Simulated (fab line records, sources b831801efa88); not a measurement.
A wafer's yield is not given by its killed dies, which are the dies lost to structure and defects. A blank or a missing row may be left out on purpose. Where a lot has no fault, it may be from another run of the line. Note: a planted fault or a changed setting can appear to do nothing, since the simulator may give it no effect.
Which of the tools did it? + flow gf180mcu + Sampling: 6 lots, 18 wafers, 3 of 602 route steps

== WHAT THE GAUGES READ, wafer by wafer ==
GF_PSD_RS_MEAS_14: measurement is done with a four-point probe.
| lot  | measured     | on            | NSD_RS (ohm/sq)   |
|------|--------------|---------------|-------------------|
| L324 | day 15 05:32 | film-metro-04 | 46.20 46.04 46.10 |
| L327 | day 16 03:08 | film-metro-02 | 46.09 46.19 46.07 |
| L330 | day 17 05:52 | film-metro-04 | 46.19 46.33 46.27 |
| L336 | day 19 13:31 | film-metro-01 | 40.80 40.87 40.84 |
| L338 | day 20 06:10 | film-metro-01 | 40.89 40.96 40.92 |
| L344 | day 22 14:23 | film-metro-04 | 46.26 46.06 46.20 |

== EACH LOT AND THE TOOL THAT RAN IT (in order: tool; ch and the chambers of the sampled wafers; start) ==
| lot  | GF_NSD_IMPLANT_10               | GF_NSD_STRIP_11                      |
|------|---------------------------------|--------------------------------------|
| L324 | implanter-02 ch 0, day 14 07:29 | plasma-asher-02 ch 0,1, day 14 07:37 |
| L327 | implanter-01 ch 0, day 15 04:55 | plasma-asher-02 ch 0,1, day 15 05:04 |
| L330 | implanter-01 ch 0, day 16 06:37 | plasma-asher-03 ch 0,1, day 16 06:44 |
| L336 | implanter-01 ch 0, day 18 12:32 | plasma-asher-03 ch 0, day 18 13:00   |
| L338 | implanter-02 ch 0, day 19 05:02 | plasma-asher-03 ch 0,1, day 19 05:27 |
| L344 | implanter-01 ch 0, day 21 14:23 | plasma-asher-01 ch 1, day 21 14:30   |
- GF_NSD_IMPLANT_10
- GF_NSD_STRIP_11: strips in O2/N2.

== THE ANSWER, worked out from the rows above alone ==
Rule: what is usual is taken from the lots themselves. Put in order of their means at a reading, lots are off if they are a third of the lots or fewer, leave a main group of 4 or more, and stand apart from it by a gap of 3 or more times the standard deviation of the main group's means; of several such gaps the widest counts. Not used: any main group whose means are identical at the precision the tables above print for the reading. A lot without any number at a reading at which 4 lots or more have one is off too. Any other lot the step has rows for is counted as sound.
Off: at GF_PSD_RS_MEAS_14 (NSD_RS), L336, L338. The main group has a mean of 46.17 ohm/sq with a standard deviation of 0.061.
A tool fits if, at a process step before that reading, it ran every lot that is off, and no sound lot after the first of them. The gauges at GF_PSD_RS_MEAS_14 are tried like those tools. Can't be told from this: 2 tools fit, plasma-asher-03 at GF_NSD_STRIP_11, film-metro-01 at GF_PSD_RS_MEAS_14.

== WHAT WAS PUT IN BY THE SIMULATOR ==
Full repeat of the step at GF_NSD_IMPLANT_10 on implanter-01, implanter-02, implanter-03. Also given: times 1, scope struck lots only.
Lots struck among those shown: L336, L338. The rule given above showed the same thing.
